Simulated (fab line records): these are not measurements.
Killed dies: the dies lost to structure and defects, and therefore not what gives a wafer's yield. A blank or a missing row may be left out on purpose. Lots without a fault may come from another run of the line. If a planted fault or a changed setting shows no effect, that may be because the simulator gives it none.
The tool behind it: which one? + flow gf180mcu + 14 lots, 42 wafers sampled, at 6 steps of a route of 602

## WHAT THE GAUGES READ, wafer by wafer
GF_VT_IMPLANT_RS_MEAS_46: the measuring method here is four-point-probe. Usual: MVSD_RS gives 456.7 ohm/sq (standard deviation 1.6).
| lot  | measured     | on            | MVSD_RS (ohm/sq)  | flag |
|------|--------------|---------------|-------------------|------|
| L261 | day 7 14:43  | film-metro-01 | 456.2 456.3 455.2 |      |
| L262 | day 7 15:45  | film-metro-04 | 457.9 456.9 458.4 |      |
| L264 | day 8 05:14  | film-metro-03 | 455.9 457.3 457.1 |      |
| L265 | day 8 10:42  | film-metro-03 | 455.3 455.3 455.0 |      |
| L268 | day 9 18:31  | film-metro-01 | 455.7 455.9 454.3 |      |
| L270 | day 10 08:55 | film-metro-03 | 454.6 456.0 454.5 |      |
| L276 | day 11 15:39 | film-metro-03 | 458.6 456.7 456.0 |      |
| L277 | day 11 20:43 | film-metro-01 | 456.7 457.3 457.5 |      |
| L278 | day 12 03:09 | film-metro-03 | 454.8 455.1 454.2 |      |
| L279 | day 12 13:53 | film-metro-01 | 454.0 453.8 454.3 |      |
| L280 | day 13 02:41 | film-metro-01 | 454.0 454.8 454.3 |      |
| L281 | day 13 11:11 | film-metro-04 | 457.1 456.5 456.7 |      |
| L282 | day 13 19:14 | film-metro-04 | 458.4 457.7 457.7 |      |
| L284 | day 14 14:05 | film-metro-01 | 456.3 455.7 455.2 |      |

GF_POLY_GATE_CD_MEAS_10: the cd target is 280 nm. Usual: 280.0 nm for cd-nm, sd 1.3.
| lot  | measured     | on        | cd-nm (nm)        | flag |
|------|--------------|-----------|-------------------|------|
| L261 | day 9 08:56  | cd-sem-01 | 278.0 278.9 278.8 |      |
| L262 | day 9 07:03  | cd-sem-02 | 282.8 281.6 281.0 |      |
| L264 | day 9 20:56  | cd-sem-01 | 281.3 281.8 282.3 |      |
| L265 | day 10 02:46 | cd-sem-01 | 278.1 279.5 280.4 |      |
| L268 | day 11 13:35 | cd-sem-02 | 279.8 279.5 279.6 |      |
| L270 | day 12 07:03 | cd-sem-02 | 278.9 278.9 278.5 |      |
| L276 | day 13 12:41 | cd-sem-01 | 280.1 280.2 279.7 |      |
| L277 | day 13 17:47 | cd-sem-01 | 280.9 280.3 280.0 |      |
| L278 | day 13 23:35 | cd-sem-01 | 284.4 283.5 283.3 |      |
| L279 | day 14 13:36 | cd-sem-01 | 279.1 279.1 278.2 |      |
| L280 | day 15 00:51 | cd-sem-01 | 281.2 281.4 280.1 |      |
| L281 | day 15 09:31 | cd-sem-02 | 279.8 279.4 280.1 |      |
| L282 | day 15 20:13 | cd-sem-02 | 279.6 279.4 279.2 |      |
| L284 | day 16 17:18 | cd-sem-02 | 278.9 278.8 278.8 |      |

GF_HV_LDD_TW_MEAS_11. Usual: HV_LDD_TW gives 2421 (standard deviation 22).
| lot  | measured     | on            | HV_LDD_TW      | flag |
|------|--------------|---------------|----------------|------|
| L261 | day 10 04:46 | film-metro-03 | 2433 2428 2438 |      |
| L262 | day 10 03:11 | film-metro-01 | 2438 2440 2436 |      |
| L264 | day 10 17:45 | film-metro-04 | 2415 2414 2415 |      |
| L265 | day 10 21:46 | film-metro-01 | 2433 2434 2443 |      |
| L268 | day 12 10:54 | film-metro-04 | 30 30 30       | OFF  |
| L270 | day 13 05:00 | film-metro-01 | 30 30 30       | OFF  |
| L276 | day 14 11:32 | film-metro-04 | 2387 2386 2387 |      |
| L277 | day 14 16:04 | film-metro-03 | 2414 2395 2420 |      |
| L278 | day 14 23:38 | film-metro-03 | 2420 2420 2408 |      |
| L279 | day 15 12:10 | film-metro-01 | 2449 2450 2445 |      |
| L280 | day 16 00:14 | film-metro-01 | 2446 2441 2450 |      |
| L281 | day 16 10:34 | film-metro-04 | 2368 2371 2367 |      |
| L282 | day 16 20:49 | film-metro-03 | 2430 2421 2423 |      |
| L284 | day 17 18:44 | film-metro-04 | 2391 2386 2381 |      |

GF_HV_LDD_RS_MEAS_53: the measuring method here is four-point-probe. Usual: HV_LDD_RS gives 418.8 ohm/sq (standard deviation 1.2).
| lot  | measured     | on            | HV_LDD_RS (ohm/sq) | flag |
|------|--------------|---------------|--------------------|------|
| L261 | day 12 12:20 | film-metro-01 | 416.8 417.8 418.3  |      |
| L262 | day 12 11:21 | film-metro-03 | 418.3 419.6 419.0  |      |
| L264 | day 13 02:58 | film-metro-03 | 418.4 417.3 417.8  |      |
| L265 | day 13 07:38 | film-metro-01 | 419.0 417.5 417.0  |      |
| L268 | day 15 00:30 | film-metro-04 | 882.5 883.0 881.3  | OFF  |
| L270 | day 15 21:03 | film-metro-04 | 885.0 885.2 885.1  | OFF  |
| L276 | day 17 05:51 | film-metro-04 | 419.2 418.6 419.9  |      |
| L277 | day 17 10:41 | film-metro-03 | 418.5 418.3 418.4  |      |
| L278 | day 17 19:13 | film-metro-04 | 419.0 419.3 419.2  |      |
| L279 | day 18 07:07 | film-metro-04 | 418.2 417.7 418.8  |      |
| L280 | day 18 22:32 | film-metro-04 | 417.1 418.8 418.7  |      |
| L281 | day 19 10:06 | film-metro-04 | 420.0 420.9 420.9  |      |
| L282 | day 19 22:06 | film-metro-01 | 418.5 420.4 419.0  |      |
| L284 | day 20 19:50 | film-metro-04 | 417.4 418.4 419.2  |      |

## WHICH TOOL RAN EACH LOT (tool, then ch and the chambers of the sampled wafers, then the start)
| lot  | GF_POLY_GATE_STRIP_14                | GF_HV_LDD_IMPLANT_09            |
|------|--------------------------------------|---------------------------------|
| L261 | plasma-asher-04 ch 0,1, day 9 09:11  | implanter-01 ch 0, day 10 04:33 |
| L262 | plasma-asher-02 ch 0,1, day 9 07:17  | implanter-02 ch 0, day 10 02:58 |
| L264 | plasma-asher-04 ch 0,1, day 9 21:11  | implanter-02 ch 0, day 10 17:30 |
| L265 | plasma-asher-02 ch 0,1, day 10 03:01 | implanter-03 ch 0, day 10 21:32 |
| L268 | plasma-asher-01 ch 1, day 11 13:49   | implanter-03, day 12 10:40      |
| L270 | plasma-asher-04 ch 0,1, day 12 07:17 | implanter-03, day 13 04:46      |
| L276 | plasma-asher-01 ch 0,1, day 13 12:55 | implanter-02 ch 0, day 14 11:19 |
| L277 | plasma-asher-02 ch 0,1, day 13 18:01 | implanter-03 ch 0, day 14 15:50 |
| L278 | plasma-asher-01 ch 0,1, day 13 23:50 | implanter-02 ch 0, day 14 23:23 |
| L279 | plasma-asher-02 ch 0,1, day 14 13:51 | implanter-03 ch 0, day 15 11:57 |
| L280 | plasma-asher-02 ch 0,1, day 15 01:07 | implanter-03 ch 0, day 15 23:59 |
| L281 | plasma-asher-04 ch 0,1, day 15 09:46 | implanter-01 ch 0, day 16 10:20 |
| L282 | plasma-asher-04 ch 0,1, day 15 20:28 | implanter-02 ch 0, day 16 20:35 |
| L284 | plasma-asher-02 ch 0,1, day 16 17:34 | implanter-03 ch 0, day 17 18:29 |
- GF_POLY_GATE_STRIP_14: strips in O2/N2.
- GF_HV_LDD_IMPLANT_09

## WHAT THE TOOLS THEMSELVES READ (means of the sampled wafers that have a number; where no wafer has one, the mark that the record gives instead)
GF_POLY_GATE_STRIP_14. Usual: drypump-motor-current-A 5.95 A, standard deviation 0.25; heater-power-w 331 W, standard deviation 48; o2-flow-sccm 3000 sccm, standard deviation 8.2; oes-product-au 0.505 a.u., standard deviation 0.0048.
| lot  | tool            | drypump-motor-current-A (A) | heater-power-w (W) | o2-flow-sccm (sccm) | oes-product-au (a.u.) | flag |
|------|-----------------|-----------------------------|--------------------|---------------------|-----------------------|------|
| L261 | plasma-asher-04 | 5.78                        | 321                | 3008                | 0.504                 |      |
| L262 | plasma-asher-02 | 6.09                        | 337                | 2995                | 0.503                 |      |
| L264 | plasma-asher-04 | 6.01                        | 297                | 2999                | 0.509                 |      |
| L265 | plasma-asher-02 | 6.11                        | 330                | 2999                | 0.507                 |      |
| L268 | plasma-asher-01 | 6.01                        | 348                | 2998                | 0.507                 |      |
| L270 | plasma-asher-04 | 5.77                        | 327                | 3007                | 0.504                 |      |
| L276 | plasma-asher-01 | 5.79                        | 324                | 3003                | 0.506                 |      |
| L277 | plasma-asher-02 | 6.02                        | 366                | 3001                | 0.503                 |      |
| L278 | plasma-asher-01 | 5.90                        | 333                | 3005                | 0.510                 |      |
| L279 | plasma-asher-02 | 6.02                        | 378                | 3004                | 0.501                 |      |
| L280 | plasma-asher-02 | 6.00                        | 369                | 2996                | 0.504                 |      |
| L281 | plasma-asher-04 | 5.78                        | 321                | 2994                | 0.502                 |      |
| L282 | plasma-asher-04 | 6.02                        | 300                | 2994                | 0.505                 |      |
| L284 | plasma-asher-02 | 6.11                        | 330                | 2994                | 0.508                 |      |

GF_HV_LDD_IMPLANT_09. Usual: beam-energy-keV 39.995, standard deviation 0.013; beam-on-s 9.99 s, standard deviation 0.21.
| lot  | tool         | beam-energy-keV | beam-on-s (s) | flag |
|------|--------------|-----------------|---------------|------|
| L261 | implanter-01 | 40.007          | 9.86          |      |
| L262 | implanter-02 | 40.001          | 9.86          |      |
| L264 | implanter-02 | 39.992          | 9.87          |      |
| L265 | implanter-03 | 39.993          | 9.95          |      |
| L268 | implanter-03 | -               | -             | OFF  |
| L270 | implanter-03 | -               | -             | OFF  |
| L276 | implanter-02 | 40.005          | 9.97          |      |
| L277 | implanter-03 | 39.995          | 9.89          |      |
| L278 | implanter-02 | 40.018          | 10.06         |      |
| L279 | implanter-03 | 39.993          | 10.10         |      |
| L280 | implanter-03 | 39.996          | 10.09         |      |
| L281 | implanter-01 | 39.984          | 9.87          |      |
| L282 | implanter-02 | 39.992          | 9.94          |      |
| L284 | implanter-03 | 40.007          | 10.17         |      |

## THE ANSWER, worked out from the rows above alone
Rule: take the mean of a lot's wafers that have a number; if it is more than 3 standard deviations from the usual mean, the lot is off. A lot without any number at a reading at which 4 lots or more have one is off too. Any other lot the step has rows for is counted as sound. The gauges are gone through in route order, then the tools' own readings, and for those a lot's mean is taken as printed above. The first step at which some lot is off is used, and at that step the reading that is off furthest; a lot without a number counts as furthest.
Off: L268, L270, seen at GF_HV_LDD_TW_MEAS_11 (HV_LDD_TW).
A tool fits if, at a process step before that reading, it ran every lot that is off, and no sound lot after the first of them. Not tried: the gauges at GF_HV_LDD_TW_MEAS_11; whatever is off there is also off at GF_HV_LDD_IMPLANT_09, on other tools, and gauge error can't account for it. None of those tried fits.

## WHAT HAD BEEN PUT IN BY THE SIMULATOR
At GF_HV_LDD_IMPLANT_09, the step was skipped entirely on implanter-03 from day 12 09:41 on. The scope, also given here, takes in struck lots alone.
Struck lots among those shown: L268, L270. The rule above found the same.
